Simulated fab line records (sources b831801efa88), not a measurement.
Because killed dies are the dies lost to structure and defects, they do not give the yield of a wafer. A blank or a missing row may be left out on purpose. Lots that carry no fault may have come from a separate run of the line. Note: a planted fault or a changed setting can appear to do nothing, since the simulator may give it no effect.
Code-filled problem report in 8D (eight disciplines) form :: flow sky130 :: the parts of the form that need people (team, actions taken, sign-off) are left out

## 1. PROBLEM STATEMENT
Wafers free of any fault read 250.0 nm (standard deviation 2.4) for METAL2_ALCU_THK at SKY_METAL2_THK_MEAS_06, against a mean of 290.2 nm on 6 wafers of 2 lots. Measured from the usual mean, that is +17 standard deviations.
The step: measures by xrf.
First observed at day 37 12:29: wafer L747.4, on film metro-04. The record has a number at this step for 42 wafers belonging to 14 lots. Rule for "out", or "out of limits": more than 4 standard deviations from the usual mean. All remaining wafers that have a number are taken as sound.

## 2. WHAT IT IS AND WHAT IT IS NOT
question: which readings at this step
is: METAL2_ALCU_THK
is not: -

question: which lots
is: L747, L748
is not: L737, L739, L742, L743, L744, L753, L754, L755, L756, L758, L759, L760

question: which wafers of those lots
is: all that have a number
is not: -

question: read on which gauges
is: film metro-02, film metro-04
is not: film metro-01

question: when
is: from day 37 12:29
is not: up to then (15 sound wafers); but 21 sound wafers of L753, L754, L755, L756, L758, L759, L760 came after

## 3. WHAT RULES OUT EACH SUSPECT
Counting: a tool at any process step up to the reading remains a suspect when it ran all the lots that are out and ran no sound lot after the first of those.
- the gauge at SKY_METAL2_THK_MEAS_06 has been ruled out. 2 gauges (film metro-02, film metro-04) read the wafers that are out.
- pvd sputter-03 at SKY_METAL2_SPUTTER_04 (material TiN, target thk 70 nm, time 58.3 s): ruled out as a lasting fault. Sound lots L760 ran on it after its first lot that is out, L747 (day 37 09:58).
Left after counting: nothing in the record.

## 4. THE CAUSE (what the simulator had put in)
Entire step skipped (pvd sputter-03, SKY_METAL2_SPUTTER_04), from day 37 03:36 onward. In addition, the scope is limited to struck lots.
The count ruled it out by mistake, since the rule takes a fault to strike every lot its tool runs from the start of the fault on, and this one did not do so.

## 5. SEQUENCE OF EFFECTS, ordered by route
One row per reading whose mean, taken over the struck wafers that have a number, lies over 3 standard deviations from the usual. Only readings whose record carries a usual standard deviation are examined. hours: median over the lots of the time between each lot's start at the first step of this table that gives one and its start at this step. sigmas: the change, counted in usual standard deviations.
hours: 0
step: SKY_METAL2_THK_MEAS_06
reading: METAL2_ALCU_THK
usual: 250.0 nm
on struck wafers: 290.2
change: +40.2
sigmas: +17
Readings that are blank on the struck wafers while sound wafers have them: cathode dc power W at SKY_METAL2_SPUTTER_04; chamber pressure pa at SKY_METAL2_SPUTTER_04; throttle valve pct at SKY_METAL2_SPUTTER_04.

## 6. HOW IT WOULD HAVE BEEN CAUGHT EARLIER
The first out-of-limits reading at a measuring or inspecting step in this record came at day 37 12:29, 9 hours after the fault's start at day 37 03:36.
At SKY_METAL2_SPUTTER_04 the tool's readings are blank on the struck wafers, where sound wafers have them: an empty tool record is the first sign, and it was there at once.
